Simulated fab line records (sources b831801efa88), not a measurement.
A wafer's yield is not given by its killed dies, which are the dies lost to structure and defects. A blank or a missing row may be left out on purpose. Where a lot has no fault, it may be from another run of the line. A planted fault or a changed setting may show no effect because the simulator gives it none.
What tool caused it? | flow gf180mcu | 36 wafers from 12 lots sampled at 5 of the route's 602 steps

== WHAT THE GAUGES SHOWED, per wafer ==
GF_MIM_THK_MEAS_11: measures by xrf. Usual: MIM_ALCU_THK 200.7 nm, standard deviation 2.1.
lot  | measured     | on           | MIM_ALCU_THK (nm) | flag
L914 | day 24 21:55 | filmMetro-02 | 197.9 196.7 197.3 | 
L915 | day 25 04:21 | filmMetro-02 | 199.1 198.8 197.5 | 
L916 | day 25 13:05 | filmMetro-02 | 201.9 202.2 200.9 | 
L917 | day 26 07:17 | filmMetro-02 | 199.1 199.4 196.9 | 
L920 | day 27 07:10 | filmMetro-03 | 202.7 201.4 201.5 | 
L921 | day 27 09:45 | filmMetro-02 | 197.3 196.2 201.1 | 
L926 | day 28 18:55 | filmMetro-01 | 199.9 203.9 198.4 | 
L927 | day 29 07:02 | filmMetro-01 | 202.9 203.4 202.7 | 
L928 | day 29 17:53 | filmMetro-03 | 202.1 201.0 202.0 | 
L931 | day 30 06:30 | filmMetro-03 | 202.0 204.2 199.9 | 
L933 | day 30 17:12 | filmMetro-01 | 202.9 203.2 202.0 | 
L935 | day 31 03:05 | filmMetro-01 | 197.7 198.4 198.8 | 

GF_V5_THK_MEAS_03. Usual: V5_CVD_02_THK 1452 nm, standard deviation 19.
lot  | measured     | on           | V5_CVD_02_THK (nm) | flag
L914 | day 26 17:13 | filmMetro-04 | 1447 1469 1468     | 
L915 | day 26 22:33 | filmMetro-04 | 1446 1454 1470     | 
L916 | day 27 07:03 | filmMetro-04 | 1443 1421 1476     | 
L917 | day 28 00:40 | filmMetro-01 | 1453 1458 1452     | 
L920 | day 28 23:43 | filmMetro-02 | 1422 1460 1429     | 
L921 | day 29 02:04 | filmMetro-04 | 1451 1460 1457     | 
L926 | day 30 09:40 | filmMetro-01 | 1464 1438 1465     | 
L927 | day 30 21:59 | filmMetro-01 | 1595 1458 1427     | 
L928 | day 31 06:24 | filmMetro-02 | 1425 1624 1457     | 
L931 | day 31 19:26 | filmMetro-01 | 1453 1430 1448     | 
L933 | day 32 05:36 | filmMetro-01 | 1429 1448 1471     | 
L935 | day 32 15:43 | filmMetro-01 | 1446 1428 1441     | 

GF_V5_CD_MEAS_14 targets a cd of 260 nm. Usual: cdNm 259.8 nm, standard deviation 1.
lot  | measured     | on       | cdNm (nm)         | flag
L914 | day 27 13:56 | cdSem-01 | 258.7 258.9 258.6 | 
L915 | day 27 18:57 | cdSem-02 | 258.6 259.2 259.2 | 
L916 | day 28 03:54 | cdSem-02 | 259.1 259.4 258.5 | 
L917 | day 28 20:22 | cdSem-01 | 259.8 260.1 259.7 | 
L920 | day 29 18:50 | cdSem-01 | 260.9 259.7 261.4 | 
L921 | day 29 21:16 | cdSem-02 | 259.3 259.3 258.6 | 
L926 | day 31 04:25 | cdSem-02 | 261.7 259.9 259.2 | 
L927 | day 31 16:35 | cdSem-01 | 259.1 259.6 258.6 | 
L928 | day 32 00:37 | cdSem-01 | 261.4 261.6 261.1 | 
L931 | day 32 11:24 | cdSem-02 | 258.5 259.5 260.8 | 
L933 | day 32 22:47 | cdSem-02 | 260.7 260.1 260.2 | 
L935 | day 33 07:52 | cdSem-02 | 262.0 260.4 261.1 | 

== WHICH TOOL RAN EACH LOT (tool, then ch and the chambers of the sampled wafers, then the start) ==
lot  | GF_M5_STRIP_11                      | GF_V5_CVD_02
L914 | plasmaAsher-03 ch 0,1, day 26 16:27 | pecvd-04 ch 0,1, day 26 17:03
L915 | plasmaAsher-03 ch 0,1, day 26 21:41 | pecvd-01 ch 0,1,2, day 26 22:26
L916 | plasmaAsher-03 ch 0, day 27 06:13   | pecvd-04 ch 0,1,2, day 27 06:57
L917 | plasmaAsher-03 ch 0,1, day 27 23:47 | pecvd-04 ch 0,1, day 28 00:33
L920 | plasmaAsher-03 ch 0,1, day 28 22:58 | pecvd-04 ch 0,1,2, day 28 23:36
L921 | plasmaAsher-01 ch 0,1, day 29 01:17 | pecvd-01 ch 0,1,2, day 29 01:58
L926 | plasmaAsher-03 ch 0,1, day 30 08:52 | pecvd-04 ch 0,1,2, day 30 09:32
L927 | plasmaAsher-02 ch 0,1, day 30 20:46 | pecvd-04 ch 0,1, day 30 21:52
L928 | plasmaAsher-01 ch 0,1, day 31 05:38 | pecvd-04 ch 0,2, day 31 06:17
L931 | plasmaAsher-02 ch 0,1, day 31 18:41 | pecvd-03 ch 1,2, day 31 19:20
L933 | plasmaAsher-01 ch 0,1, day 32 04:49 | pecvd-01 ch 0,1, day 32 05:28
L935 | plasmaAsher-02 ch 0,1, day 32 14:35 | pecvd-03 ch 0,2, day 32 15:35
- GF_M5_STRIP_11: strips in O2/N2.
- GF_V5_CVD_02: deposits SiO2 from TEOS, target thk 1450 nm, time 163.28 s.

== WHAT THE TOOLS THEMSELVES READ (means of the sampled wafers that have a number; where no wafer has one, the mark that the record gives instead) ==
GF_M5_STRIP_11. Usual: drypumpMotorCurrentA 5.6 A, standard deviation 0.42; heaterPowerW 318 W, standard deviation 28; oesProductAu 0.542 a.u., standard deviation 0.0048; stripTimeToEndpointS 7.51 s, standard deviation 0.049.
lot  | tool           | drypumpMotorCurrentA (A) | heaterPowerW (W) | oesProductAu (a.u.) | stripTimeToEndpointS (s) | flag
L914 | plasmaAsher-03 | 5.6                      | 296              | 0.544               | 7.55                     | 
L915 | plasmaAsher-03 | 5.2                      | 316              | 0.545               | 7.48                     | 
L916 | plasmaAsher-03 | 4.9                      | 338              | 0.544               | 7.51                     | 
L917 | plasmaAsher-03 | 5.5                      | 302              | 0.549               | 7.53                     | 
L920 | plasmaAsher-03 | 5.2                      | 317              | 0.548               | 7.61                     | 
L921 | plasmaAsher-01 | 5.6                      | 327              | 0.545               | 7.49                     | 
L926 | plasmaAsher-03 | 5.6                      | 299              | 0.544               | 7.54                     | 
L927 | plasmaAsher-02 | 5.8                      | 339              | 0.539               | 7.54                     | 
L928 | plasmaAsher-01 | 5.8                      | 309              | 0.540               | 7.47                     | 
L931 | plasmaAsher-02 | 5.7                      | 326              | 0.542               | 7.51                     | 
L933 | plasmaAsher-01 | 5.6                      | 326              | 0.540               | 7.48                     | 
L935 | plasmaAsher-02 | 5.9                      | 340              | 0.539               | 7.51                     | 

GF_V5_CVD_02. Usual: heaterPowerOuterW 346 W, standard deviation 61; heaterPowerW 599 W, standard deviation 86.
lot  | tool     | heaterPowerOuterW (W) | heaterPowerW (W) | flag
L914 | pecvd-04 | 311                   | 595              | 
L915 | pecvd-01 | 403                   | 667              | 
L916 | pecvd-04 | 370                   | 631              | 
L917 | pecvd-04 | 312                   | 588              | 
L920 | pecvd-04 | 345                   | 602              | 
L921 | pecvd-01 | 406                   | 665              | 
L926 | pecvd-04 | 373                   | 636              | 
L927 | pecvd-04 | 354                   | 621              | 
L928 | pecvd-04 | 326                   | 561              | 
L931 | pecvd-03 | 300                   | 549              | 
L933 | pecvd-01 | 376                   | 639              | 
L935 | pecvd-03 | 297                   | 536              | 

== THE ANSWER, worked out from the rows above alone ==
Rule: take the mean of a lot's wafers that have a number; if it is more than 3 standard deviations from the usual mean, the lot is off. A lot without any number at a reading at which 4 lots or more have one is off too. The other lots that the step has rows for count as sound. Order of review: gauges by route order, followed by the tools' own readings, for which a lot's mean as printed above is used. The first step at which some lot is off is used, and at that step the reading that is off furthest; a lot without a number counts as furthest.
Across all readings shown, no lot is off: no conclusion can be drawn from this.

== WHAT THE SIMULATOR PUT IN ==
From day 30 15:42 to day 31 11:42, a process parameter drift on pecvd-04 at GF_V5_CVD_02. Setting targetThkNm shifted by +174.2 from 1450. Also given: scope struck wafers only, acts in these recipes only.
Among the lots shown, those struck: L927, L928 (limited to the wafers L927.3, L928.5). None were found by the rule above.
